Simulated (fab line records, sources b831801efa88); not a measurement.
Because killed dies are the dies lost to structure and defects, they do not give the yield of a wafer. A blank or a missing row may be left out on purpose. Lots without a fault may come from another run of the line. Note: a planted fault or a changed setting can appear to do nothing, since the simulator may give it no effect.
fab line records | flow gf180mcu
record: lots: 12 | wafers: 36 | last_day: 34
route steps=602 shown STI@14 HV_LDD@224 NSD@247 CONTACT@312
lots that met no fault: from a run of the same line without faults
start_h: hours from the record's opening day to when the first of the lot's shown wafers began | wait_h: hours from the lot's prior step to this one | " same as the row above | L1.1+2: a row that stands for several wafers | - value missing, or start not given | * or withheld: withheld | < > ~ a bound
route shown NAME@n: a module of which the file shows steps, and the number in the route of the first | usual: average and standard deviation across the fault-free wafers | same: alike in all rows | chamber/n: place in a boat | sites: readings site by site | _std_site: the standard deviation of these | _edge_site: inner sites' mean taken away from outer sites' mean | radius_mm: for every site, how far away it sits from the centre of the wafer | mask NAME#n: copy n | behind: the most recent tool/chamber to have shaped the wafer | hold: reason for holding the lot/hours on hold/outcome of the hold | device: whichever transistor did not switch (one of n, p or np) | end of line: the tests these same wafers got at the end of their route | step lacking rows: just its recipe | killed: count of dies lost to structure and defects at first sort (not the wafer's yield) | map: shows each die of a wafer: x if killed, . if not, _ if none is there
set.NAME: the setting that was run; set.NAME@STEP: the one run at that earlier step | model.NAME: the simulator's own value behind a step, which no gauge read
steps of the route over a sample of lots; a table a step, a row a wafer
services: the hour from which a tool's chamber was out of use, counted from the record's first day as start_h (under 0 if before that day), plus the number of hours and why
== steps ==
step: GF_STI_ETCH_13
recipe: chemistry: CHF3/O2 | stop_on: Si | over_etch_frac: 0.3 | target_depth_a: 2823.1 | source_w: 600 | bias_w: 200 | pressure_mtorr: 40 | chf3_flow_sccm: 50 | O2_flow_sccm: 5 | time_s: 112.9
usual: chamber_pressure_mTorr: 40.01/0.037 | drypump_motor_current_A: 5.6/0.31 | oes_product_au: 0.834/0.0061 | rf_fwd_power_W: 596.9/2 | throttle_valve_pct: 8.811/0.0093
lot.wafer | tool        | chamber | start_h | wait_h | chamber_pressure_mTorr | drypump_motor_current_A | oes_product_au | rf_fwd_power_W | rf_hours_counter_h | throttle_valve_pct
L511.3    | rie_diel-03 | 3       | 25.40   | 0.1    | 40.01                  | 5.5                     | 0.825          | 595.7          | 10                 | 8.815
L511.5    | "           | 0       | "       | "      | 39.93                  | 5.8                     | 0.826          | 596.9          | -                  | 8.800
L511.6    | "           | 3       | "       | "      | 40.01                  | 5.5                     | 0.829          | 597.9          | -                  | 8.818
L512.1    | rie_diel-01 | 2       | 30.60   | 0.1    | 40.00                  | 5.8                     | 0.830          | 600.2          | 49                 | 8.809
L512.5    | "           | 0       | "       | "      | 40.00                  | 5.8                     | 0.828          | 592.7          | -                  | 8.818
L512.6    | "           | 3       | "       | "      | 40.04                  | 5.5                     | 0.828          | 598.5          | -                  | 8.807
L521.3    | rie_diel-03 | 1       | 76.80   | 0.1    | 39.96                  | 5.5                     | 0.826          | 597.0          | 45                 | 8.814
L521.5    | "           | 1       | "       | "      | 40.07                  | 5.4                     | 0.833          | 594.6          | -                  | 8.815
L521.6    | "           | 0       | "       | "      | 40.02                  | 5.8                     | 0.829          | 600.0          | -                  | 8.795
L522.1    | rie_diel-03 | 0       | 82.61   | 0.1    | 40.04                  | 5.8                     | 0.841          | 594.4          | 12                 | 8.813
L522.2    | "           | 1       | "       | "      | 39.99                  | 5.5                     | 0.851          | 596.8          | 46                 | 8.824
L522.5    | "           | 1       | "       | "      | 39.98                  | 5.5                     | 0.840          | 597.2          | -                  | 8.827
L523.4    | rie_diel-02 | 1       | 87.01   | 0.0    | 39.98                  | 6.1                     | 0.825          | 600.0          | 7                  | 8.815
L523.5    | "           | 3       | "       | "      | 39.95                  | 5.8                     | 0.832          | 595.2          | -                  | 8.802
L523.6    | "           | 0       | "       | "      | 40.00                  | 5.5                     | 0.825          | 600.1          | -                  | 8.828
L524.1    | rie_diel-01 | 0       | 93.30   | 0.1    | 40.12                  | 5.8                     | 0.835          | 596.8          | 30                 | 8.809
L524.2    | "           | 3       | "       | "      | 39.99                  | 5.5                     | 0.837          | 597.9          | 99                 | 8.814
L524.4    | "           | 2       | "       | "      | 40.00                  | 5.8                     | 0.841          | 592.9          | 50                 | 8.809
L525.2    | rie_diel-01 | 1       | 99.70   | 0.1    | 40.00                  | 5.5                     | 0.831          | 598.4          | 138                | 8.812
L525.3    | "           | 2       | "       | "      | 40.05                  | 5.9                     | 0.833          | 595.6          | 50                 | 8.820
L525.5    | "           | 0       | "       | "      | 40.07                  | 5.8                     | 0.840          | 594.5          | -                  | 8.807
L526.2    | rie_diel-02 | 2       | 102.25  | 0.1    | 39.99                  | 4.7                     | 0.838          | 593.4          | 6                  | 8.801
L526.4    | "           | 1       | "       | "      | 39.99                  | 6.1                     | 0.842          | 599.8          | 7                  | 8.810
L526.6    | "           | 0       | "       | "      | 39.98                  | 5.5                     | 0.829          | 594.8          | -                  | 8.807
L530.2    | rie_diel-02 | 3       | 122.56  | 0.1    | 40.05                  | 5.8                     | 0.837          | 594.8          | 134                | 8.809
L530.3    | "           | 0       | "       | "      | 40.01                  | 5.4                     | 0.836          | 597.9          | 3                  | 8.820
L530.6    | "           | 3       | "       | "      | 40.06                  | 5.8                     | 0.830          | 599.0          | -                  | 8.813
L531.2    | rie_diel-01 | 1       | 129.06  | 0.1    | 39.98                  | 5.5                     | 0.831          | 594.5          | 139                | 8.805
L531.5    | "           | 3       | "       | "      | 39.94                  | 5.5                     | 0.823          | 597.0          | -                  | 8.810
L531.6    | "           | 2       | "       | "      | 39.97                  | 5.8                     | 0.836          | 599.2          | -                  | 8.826
L532.1    | rie_diel-03 | 3       | 134.55  | 0.1    | 40.00                  | 5.5                     | 0.837          | 596.1          | 13                 | 8.787
L532.4    | "           | 1       | "       | "      | 40.02                  | 5.5                     | 0.837          | 597.1          | 47                 | 8.799
L532.5    | "           | 0       | "       | "      | 40.01                  | 5.9                     | 0.833          | 594.1          | -                  | 8.808
L534.1    | rie_diel-01 | 0       | 143.69  | 0.1    | 39.96                  | 5.9                     | 0.840          | 596.0          | 31                 | 8.815
L534.5    | "           | 0       | "       | "      | 40.07                  | 5.9                     | 0.834          | 596.5          | -                  | 8.803
L534.6    | "           | 3       | "       | "      | 40.10                  | 5.5                     | 0.833          | 600.5          | -                  | 8.825
step: GF_HV_LDD_IMPLANT_48
recipe: species: B | energy_kev: 25 | dose_cm2: 3e+13 | tilt_deg: 7
usual: dose_ions_cm2: 3.001e+13/3.5e+10 | faraday_current_uA: 169/3.1 | tilt_deg: 7.004/0.019
same: implant_ion_amu: 11
lot.wafer | tool         | chamber | start_h | wait_h | dose_ions_cm2 | faraday_current_uA | tilt_deg
L511.3    | implanter-01 | 0       | 271.93  | 0.1    | 2.998e+13     | 170                | 7.017
L511.5    | "            | 0       | "       | "      | 2.999e+13     | 166                | 7.035
L511.6    | "            | 0       | "       | "      | 3.002e+13     | 171                | 7.024
L512.1    | implanter-02 | 0       | 279.24  | 0.0    | 3.001e+13     | 164                | 7.022
L512.5    | "            | 0       | "       | "      | 3.002e+13     | 170                | 7.007
L512.6    | "            | 0       | "       | "      | 3.001e+13     | 168                | 7.008
L521.3    | implanter-03 | 0       | 354.79  | 0.1    | 2.26e+13      | 126                | 6.989
L521.5    | "            | 0       | "       | "      | 2.258e+13     | 125                | 6.998
L521.6    | "            | 0       | "       | "      | 2.259e+13     | 124                | 7.004
L522.1    | implanter-03 | 0       | 361.74  | 0.0    | 2.264e+13     | 125                | 6.975
L522.2    | "            | 0       | "       | "      | 2.264e+13     | 127                | 7.015
L522.5    | "            | 0       | "       | "      | 2.261e+13     | 127                | 7.014
L523.4    | implanter-02 | 0       | 369.20  | 0.1    | 3.002e+13     | 174                | 7.006
L523.5    | "            | 0       | "       | "      | 3e+13         | 171                | 7.001
L523.6    | "            | 0       | "       | "      | 2.999e+13     | 162                | 6.965
L524.1    | implanter-02 | 0       | 377.68  | 0.0    | 2.997e+13     | 170                | 7.029
L524.2    | "            | 0       | "       | "      | 3.002e+13     | 166                | 7.000
L524.4    | "            | 0       | "       | "      | 2.996e+13     | 169                | 7.015
L526.2    | implanter-01 | 0       | 391.02  | 0.0    | 3.003e+13     | 172                | 7.034
L526.4    | "            | 0       | "       | "      | 2.999e+13     | 166                | 7.036
L526.6    | "            | 0       | "       | "      | 3.003e+13     | 169                | 7.003
L525.2    | implanter-01 | 0       | 393.73  | 0.0    | 3.002e+13     | 168                | 7.029
L525.3    | "            | 0       | "       | "      | 3.001e+13     | 171                | 6.999
L525.5    | "            | 0       | "       | "      | 3.001e+13     | 174                | 7.021
L530.2    | implanter-02 | 0       | 424.91  | 0.0    | 2.999e+13     | 167                | 6.983
L530.3    | "            | 0       | "       | "      | 3e+13         | 168                | 6.973
L530.6    | "            | 0       | "       | "      | 2.997e+13     | 165                | 6.980
L531.2    | implanter-01 | 0       | 435.50  | 0.0    | 3.004e+13     | 172                | 7.014
L531.5    | "            | 0       | "       | "      | 2.995e+13     | 168                | 7.026
L531.6    | "            | 0       | "       | "      | 2.994e+13     | 169                | 7.036
L532.1    | implanter-01 | 0       | 441.64  | 0.0    | 3.001e+13     | 171                | 7.028
L532.4    | "            | 0       | "       | "      | 3.001e+13     | 169                | 6.996
L532.5    | "            | 0       | "       | "      | 3.003e+13     | 170                | 7.005
L534.1    | implanter-01 | 0       | 454.79  | 0.0    | 2.998e+13     | 169                | 6.993
L534.5    | "            | 0       | "       | "      | 3.005e+13     | 166                | 7.006
L534.6    | "            | 0       | "       | "      | 3.008e+13     | 167                | 7.014
step: GF_HV_LDD_TW_MEAS_50
usual: HV_LDD_4_TW: 573/7
lot.wafer | tool          | chamber | start_h | wait_h | hold                     | HV_LDD_4_TW
L511.3    | film_metro-01 | -       | 272.15  | 0.1    | -                        | 576
L511.5    | "             | -       | "       | "      | -                        | 576
L511.6    | "             | -       | "       | "      | -                        | 578
L512.1    | film_metro-03 | -       | 279.49  | 0.1    | -                        | 586
L512.5    | "             | -       | "       | "      | -                        | 584
L512.6    | "             | -       | "       | "      | -                        | 584
L521.3    | film_metro-01 | -       | 355.01  | 0.1    | await_dispo/0.2h/release | 528
L521.5    | "             | -       | "       | "      | await_dispo/0.2h/release | 524
L521.6    | "             | -       | "       | "      | await_dispo/0.2h/release | 522
L521.3    | film_metro-01 | -       | 355.24  | 0.2    | -                        | 522
L521.5    | "             | -       | "       | "      | -                        | 525
L521.6    | "             | -       | "       | "      | -                        | 522
L522.1    | film_metro-01 | -       | 361.99  | 0.1    | await_dispo/0.2h/release | 528
L522.2    | "             | -       | "       | "      | await_dispo/0.2h/release | 524
L522.5    | "             | -       | "       | "      | await_dispo/0.2h/release | 525
L522.1    | film_metro-01 | -       | 362.29  | 0.3    | -                        | 527
L522.2    | "             | -       | "       | "      | -                        | 526
L522.5    | "             | -       | "       | "      | -                        | 525
L523.4    | film_metro-02 | -       | 369.41  | 0.1    | -                        | 565
L523.5    | "             | -       | "       | "      | -                        | 563
L523.6    | "             | -       | "       | "      | -                        | 569
L524.1    | film_metro-02 | -       | 377.93  | 0.1    | -                        | 569
L524.2    | "             | -       | "       | "      | -                        | 568
L524.4    | "             | -       | "       | "      | -                        | 565
L526.2    | film_metro-02 | -       | 391.26  | 0.1    | -                        | 566
L526.4    | "             | -       | "       | "      | -                        | 567
L526.6    | "             | -       | "       | "      | -                        | 567
L525.2    | film_metro-02 | -       | 393.97  | 0.1    | -                        | 568
L525.3    | "             | -       | "       | "      | -                        | 568
L525.5    | "             | -       | "       | "      | -                        | 570
L530.2    | film_metro-02 | -       | 425.15  | 0.1    | -                        | 561
L530.3    | "             | -       | "       | "      | -                        | 562
L530.6    | "             | -       | "       | "      | -                        | 564
L531.2    | film_metro-03 | -       | 435.74  | 0.1    | -                        | 588
L531.5    | "             | -       | "       | "      | -                        | 588
L531.6    | "             | -       | "       | "      | -                        | 589
L532.1    | film_metro-02 | -       | 441.89  | 0.1    | -                        | 564
L532.4    | "             | -       | "       | "      | -                        | 565
L532.5    | "             | -       | "       | "      | -                        | 563
L534.1    | film_metro-01 | -       | 455.04  | 0.1    | -                        | 576
L534.5    | "             | -       | "       | "      | -                        | 577
L534.6    | "             | -       | "       | "      | -                        | 576
step: GF_NSD_TW_MEAS_12
usual: NSD_TW: 4296/60
lot.wafer | tool          | chamber | start_h | wait_h | NSD_TW
L511.3    | film_metro-01 | -       | 295.95  | 0.1    | 4297
L511.5    | "             | -       | "       | "      | 4296
L511.6    | "             | -       | "       | "      | 4283
L512.1    | film_metro-03 | -       | 303.68  | 0.1    | 4370
L512.5    | "             | -       | "       | "      | 4353
L512.6    | "             | -       | "       | "      | 4371
L521.3    | film_metro-04 | -       | 380.46  | 0.1    | 4257
L521.5    | "             | -       | "       | "      | 4250
L521.6    | "             | -       | "       | "      | 4237
L522.1    | film_metro-03 | -       | 387.49  | 0.1    | 4336
L522.2    | "             | -       | "       | "      | 4345
L522.5    | "             | -       | "       | "      | 4346
L523.4    | film_metro-01 | -       | 395.86  | 0.1    | 4281
L523.5    | "             | -       | "       | "      | 4284
L523.6    | "             | -       | "       | "      | 4280
L524.1    | film_metro-04 | -       | 404.53  | 0.1    | 4209
L524.2    | "             | -       | "       | "      | 4239
L524.4    | "             | -       | "       | "      | 4219
L526.2    | film_metro-01 | -       | 418.35  | 0.1    | 4266
L526.4    | "             | -       | "       | "      | 4284
L526.6    | "             | -       | "       | "      | 4306
L525.2    | film_metro-01 | -       | 421.10  | 0.1    | 4261
L525.3    | "             | -       | "       | "      | 4276
L525.5    | "             | -       | "       | "      | 4260
L530.2    | film_metro-03 | -       | 452.84  | 0.1    | 4388
L530.3    | "             | -       | "       | "      | 4407
L530.6    | "             | -       | "       | "      | 4363
L531.2    | film_metro-03 | -       | 463.95  | 0.1    | 4393
L531.5    | "             | -       | "       | "      | 4369
L531.6    | "             | -       | "       | "      | 4374
L532.1    | film_metro-03 | -       | 469.38  | 0.1    | 4352
L532.4    | "             | -       | "       | "      | 4369
L532.5    | "             | -       | "       | "      | 4338
L534.1    | film_metro-03 | -       | 482.33  | 0.1    | 4338
L534.5    | "             | -       | "       | "      | 4337
L534.6    | "             | -       | "       | "      | 4344
step: GF_CONTACT_RS_MEAS_25
recipe: thk_meas_gauge: four-point-probe | reads: W_of_CONTACT_CVD_24+TiN_of_CONTACT_SPUTTER_23+Ti_of_CONTACT_SPUTTER_22
usual: CONTACT_W_RS: 0.383/0.0035
lot.wafer | tool          | chamber | start_h | wait_h | CONTACT_W_RS[ohm/sq]
L511.3    | film_metro-02 | -       | 362.16  | 0.1    | 0.388
L511.5    | "             | -       | "       | "      | 0.385
L511.6    | "             | -       | "       | "      | 0.380
L512.1    | film_metro-01 | -       | 369.01  | 0.1    | 0.386
L512.5    | "             | -       | "       | "      | 0.383
L512.6    | "             | -       | "       | "      | 0.388
L521.3    | film_metro-01 | -       | 454.59  | 0.1    | 0.380
L521.5    | "             | -       | "       | "      | 0.382
L521.6    | "             | -       | "       | "      | 0.379
L522.1    | film_metro-03 | -       | 463.27  | 0.1    | 0.383
L522.2    | "             | -       | "       | "      | 0.383
L522.5    | "             | -       | "       | "      | 0.385
L523.4    | film_metro-02 | -       | 472.01  | 0.1    | 0.386
L523.5    | "             | -       | "       | "      | 0.386
L523.6    | "             | -       | "       | "      | 0.387
L524.1    | film_metro-03 | -       | 479.94  | 0.1    | 0.385
L524.2    | "             | -       | "       | "      | 0.380
L524.4    | "             | -       | "       | "      | 0.381
L526.2    | film_metro-01 | -       | 492.87  | 0.1    | 0.379
L526.4    | "             | -       | "       | "      | 0.382
L526.6    | "             | -       | "       | "      | 0.377
L525.2    | film_metro-03 | -       | 497.03  | 0.1    | 0.376
L525.3    | "             | -       | "       | "      | 0.381
L525.5    | "             | -       | "       | "      | 0.378
L530.2    | film_metro-02 | -       | 527.04  | 0.1    | 0.388
L530.3    | "             | -       | "       | "      | 0.382
L530.6    | "             | -       | "       | "      | 0.382
L531.2    | film_metro-02 | -       | 537.00  | 0.1    | 0.387
L531.5    | "             | -       | "       | "      | 0.384
L531.6    | "             | -       | "       | "      | 0.383
L532.1    | film_metro-01 | -       | 542.85  | 0.1    | 0.386
L532.4    | "             | -       | "       | "      | 0.383
L532.5    | "             | -       | "       | "      | 0.386
L534.1    | film_metro-01 | -       | 554.94  | 0.1    | 0.384
L534.5    | "             | -       | "       | "      | 0.384
L534.6    | "             | -       | "       | "      | 0.381
== services ==
tool         | chamber | start_h | hours | kind
rie_diel-01  | -       | 11.82   | 2.8   | pm
implanter-01 | -       | 62.08   | 8.0   | pm
implanter-02 | -       | 96.16   | 2.1   | pm
implanter-01 | -       | 99.93   | 2.0   | repair
rie_diel-03  | 3       | 103.73  | 2.8   | repair
implanter-01 | -       | 109.40  | 1.2   | repair
rie_diel-01  | 1       | 133.92  | 1.3   | repair
rie_diel-02  | -       | 144.83  | 2.8   | pm
rie_diel-03  | 2       | 158.84  | 7.7   | repair
rie_diel-03  | 0       | 190.75  | 5.1   | repair
rie_diel-03  | -       | 192.33  | 14.6  | pm
implanter-02 | -       | 223.98  | 6.3   | repair
implanter-01 | -       | 224.25  | 0.9   | repair
implanter-02 | -       | 242.97  | 4.9   | repair
rie_diel-02  | 2       | 243.96  | 12.2  | repair
implanter-02 | -       | 244.65  | 1.1   | repair
rie_diel-01  | -       | 253.84  | 28.1  | pm
implanter-01 | -       | 275.65  | 2.3   | repair
rie_diel-02  | -       | 280.22  | 0.9   | repair
rie_diel-01  | 0       | 293.67  | 4.9   | repair
rie_diel-03  | 1       | 299.78  | 3.6   | repair
implanter-02 | -       | 304.53  | 2.4   | repair
rie_diel-03  | 1       | 375.84  | 3.9   | repair
rie_diel-01  | 0       | 403.79  | 1.5   | repair
== key ==
first_sign: step: GF_HV_LDD_IMPLANT_48 | reading: dose_ions_cm2 | direction: down | sigmas: 99+ | usual: 3.001e+13 | struck: 2.261e+13
effect: step: GF_HV_LDD_IMPLANT_48 | reading: faraday_current_uA | direction: down | sigmas: 14 | usual: 169 | struck: 126
effect: step: GF_HV_LDD_TW_MEAS_50 | reading: visit | direction: added
effect: step: GF_HV_LDD_TW_MEAS_50 | reading: HV_LDD_4_TW | direction: down | sigmas: 6.8 | usual: 573 | struck: 525
met_at GF_HV_LDD_IMPLANT_48
struck_lots L521,L522
tester_left_out L521,L522
not_acting_at GF_STI_ETCH_13,GF_NSD_TW_MEAS_12,GF_CONTACT_RS_MEAS_25
fault: kind: process_parameter_drift | tool: implanter-03 | chamber: - | onset_h: 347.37 | steps: GF_HV_LDD_IMPLANT_48 | channel: dose_cm2 | offset: -7.4157e+12 | shape: step | end_h: 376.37 | acts_in: these_recipes_only | stated: 3e+13
tester_left_out: of these lots the tester's yield and bins aren't shown, on N5 and GAA mostly nor the transistor test; their killed dies are dies lost to structure and defects alone, not to doping, threshold or leakage, so they don't give the yield
